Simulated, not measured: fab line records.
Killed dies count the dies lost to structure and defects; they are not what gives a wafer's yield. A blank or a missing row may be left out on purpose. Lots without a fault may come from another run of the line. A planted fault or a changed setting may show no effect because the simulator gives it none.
2 desks looking at one fault	flow gf180mcu	what lay behind the numbers comes last; until then each desk has only its own

## DESK OF THE TOOL OWNER: rtp anneal-01
At GF_VT_IMPLANT_RTA_45 (time 30 s), the tool's own readings, given per lot that ran on this tool as the mean of the sampled wafers with a number. Marked OUT: a lot whose mean sits more than 4 standard deviations from the usual mean, which makes it out of limits; the brackets give that distance.
Columns: A = anneal temp c max at GF_VT_IMPLANT_RTA_45, usual 1054.6; B = chamber o2 ppm at GF_VT_IMPLANT_RTA_45, usual 2.003; C = lamp power pct at GF_VT_IMPLANT_RTA_45, usual 37.0 %; D = run length s at GF_VT_IMPLANT_RTA_45, usual 58.9 s; E = wafer_temp_C_max at GF_VT_IMPLANT_RTA_45, usual 1054.4
lot	first seen here	A	B	C	D	E
L995	day 7 15:07	1054.9	2.003	35.6	59.0	1054.7
L999	day 8 21:23	1053.2	2.015	35.6	58.8	1055.1
L101	day 9 05:14	1054.0	2.007	35.6	59.1	1055.0
L102	day 9 15:16	1054.2	2.010	35.6	59.0	1055.6
L104	day 10 00:28	1053.8	1.997	35.5	56.7 (-4.8) OUT	1053.4
L105	day 10 07:46	1053.8	2.006	35.5	56.7 (-4.7) OUT	1055.3
L106	day 10 13:04	1053.6	1.982	35.5	56.7 (-4.8) OUT	1056.2
L115	day 13 11:32	1053.9	1.974	35.6	59.3	1054.5
L117	day 13 23:10	1054.1	2.048	35.6	58.9	1055.1
L118	day 14 06:02	1054.0	2.024	35.6	59.0	1055.9
This desk's finding: out of limits on L104, L105, L106; first on L104, day 10 00:28 (run length s at GF_VT_IMPLANT_RTA_45). In limits: L995, L999, L101, L102, L115, L117, L118.

## METROLOGY DESK
What the gauges read for every lot (on any tool): the sampled wafers with a number, averaged. Marked OUT: a lot whose mean sits more than 4 standard deviations from the usual mean, which makes it out of limits; the brackets give that distance.
Columns: A = NSD_OVL at GF_NSD_OVL_MEAS_08, usual 0.7 nm; B = PSD_TW at GF_PSD_TW_MEAS_11, usual 3187; C = CONTACT_BOW at GF_CONTACT_BOW_MEAS_05, usual 65 um
lot	first seen here	A	B	C
L995	day 13 09:24	0.3	3208	59
L998	day 14 07:35	1.3	3196	64
L999	day 14 19:43	1.0	3203	62
L100	day 15 00:41	1.5	3190	56
L101	day 15 06:39	0.7	3193	69
L102	day 15 19:37	-1.3	3167	68
L104	day 16 09:49	0.6	3158	60
L105	day 16 19:58	2.8	3220	63
L106	day 17 04:56	0.8	3160	73
L112	day 19 04:52	-1.5	3173	67
L114	day 20 14:51	2.5	3208	66
L115	day 20 17:09	0.5	3208	63
L116	day 20 22:16	1.4	3203	69
L117	day 21 02:02	-1.0	3189	57
L118	day 21 10:23	2.4	3202	60
Result from this desk: across the 15 lots, nothing is out of limits.

## PUT TOGETHER
An alarm could have come from the tool owner's desk at day 10 00:28, on L104, L105, L106.
Nothing out of limits was seen by the metrology desk.
The metrology desk has L104, L105, L106 on record, within its limits.
All the named lots went through GF_VT_IMPLANT_RTA_45 on rtp anneal-01.

## WHAT THE SIMULATOR PUT IN
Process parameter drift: rtp anneal-01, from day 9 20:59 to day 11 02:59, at GF_VT_IMPLANT_RTA_45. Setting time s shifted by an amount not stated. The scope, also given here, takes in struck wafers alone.
Struck lots among those shown: L104, L105, L106.
Time in hours from fault onset to the first out-of-limits reading at each desk: the tool owner's desk, 3.
